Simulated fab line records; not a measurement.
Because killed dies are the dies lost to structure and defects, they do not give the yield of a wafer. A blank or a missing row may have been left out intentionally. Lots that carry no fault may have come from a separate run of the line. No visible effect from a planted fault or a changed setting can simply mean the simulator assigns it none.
Comparing a struck lot with a sound one -- flow sky130 -- 16 steps out of a route of 708
Sound: these wafers, L391.3, L391.4, L391.5. Struck: wafers L397.2, L397.3, L397.6. The cause is named last.
Per side, at each step with rows, come the tool, then ch with its chambers, and then its first start. Under that, the readings that differ: sound wafers -- struck wafers -- difference of the means -- sigmas: that difference in standard deviations of wafers without a fault.
alike: same words and numbers on both sides, and readings whose means sit less than 2 such deviations apart. not compared: any withheld reading, any reading some wafer has no value for, any bound like >300 that may hide the same value, and any number with overlapping values for which the record gives no deviation.
A row with sigmas, a row that says differs or no value, or rows on one side alone: a step with any of these is where the two part. When numbers do not overlap yet have no deviation, they are printed without sigmas and do not part them. A reading missing from all wafers of one side parts the sides only when that side holds two or more wafers.

first, 2 steps without rows for these wafers: SKY_VT_ADJUST_PCH_PEB_05; SKY_VT_ADJUST_PCH_DEVELOP_06 (develop time 60 s).
SKY_VT_ADJUST_PCH_OVL_MEAS_07:
  sound on overlay-01, day 14 16:04; struck on overlay-01, day 16 08:36
  alike: VT_ADJUST_PCH_OVL
next, for these wafers, 1 step has no rows: SKY_VT_ADJUST_PCH_IMPLANT_08.
SKY_VT_ADJUST_PCH_STRIP_09: strips in O2/N2.
  sound on plasma_asher-03 ch 0,1, day 14 16:16; struck on plasma_asher-03 ch 0,1, day 16 08:47
  alike: drypump_motor_current_A, n2_flow_sccm, oes_product_au, strip_time_to_endpoint_s
  not compared: rf_hours_counter_h
SKY_VT_ADJUST_PCH_TW_MEAS_10:
  sound on film_metro-01, day 14 16:22; struck on film_metro-03, day 16 08:53
  alike: VT_ADJUST_PCH_TW
then, 6 steps without rows for these wafers: SKY_SONOS_TUNNEL_DEHYDRATE_00 (time 60 s); SKY_SONOS_TUNNEL_HMDS_01 (prime time 60 s); SKY_SONOS_TUNNEL_COAT_02 (resist thk 1140 nm); SKY_SONOS_TUNNEL_SOFTBAKE_03 (time 60 s); SKY_SONOS_TUNNEL_EXPOSE_04 (exposes mask TUNM, target cd 410 nm); SKY_SONOS_TUNNEL_PEB_05.
SKY_SONOS_TUNNEL_DEVELOP_06: develop time 60 s.
  sound on litho_track-04 ch 0, day 15 19:24; struck on litho_track-04 ch 0, day 17 12:58
SKY_SONOS_TUNNEL_CD_MEAS_07: target cd 410 nm.
  sound on cd_sem-01, day 15 19:32; struck on cd_sem-02, day 17 13:24
reading,sound,struck,difference,sigmas
cd_nm (nm),407.2 406.1 407.2,377.9 379.3 382.5,-26.9,-15
  not compared: hold
SKY_SONOS_TUNNEL_OVL_MEAS_08:
  sound on overlay-01, day 15 19:38; struck on overlay-01, day 17 16:08
reading,sound,struck,difference,sigmas
hold,- - -,await_dispo/2.6h/release await_dispo/2.6h/release await_dispo/2.6h/release,no value on the sound wafers,
  alike: SONOS_TUNNEL_OVL
-- a jump in the record: the struck wafers' starts before and after are 33 days apart (it breaks off in module SONOS_TUNNEL and resumes in module PAD_OPEN, where the first step shown is number 708 of the route) --
SKY_PAD_OPEN_PROBE_99:
  the record has rows for the struck wafers here (prober-01, day 50 04:28) and none for the sound ones

WHERE THEY PART
Last at SKY_PAD_OPEN_PROBE_99 as far as this record goes, first at SKY_SONOS_TUNNEL_CD_MEAS_07.

WHY: whatever the simulator had introduced
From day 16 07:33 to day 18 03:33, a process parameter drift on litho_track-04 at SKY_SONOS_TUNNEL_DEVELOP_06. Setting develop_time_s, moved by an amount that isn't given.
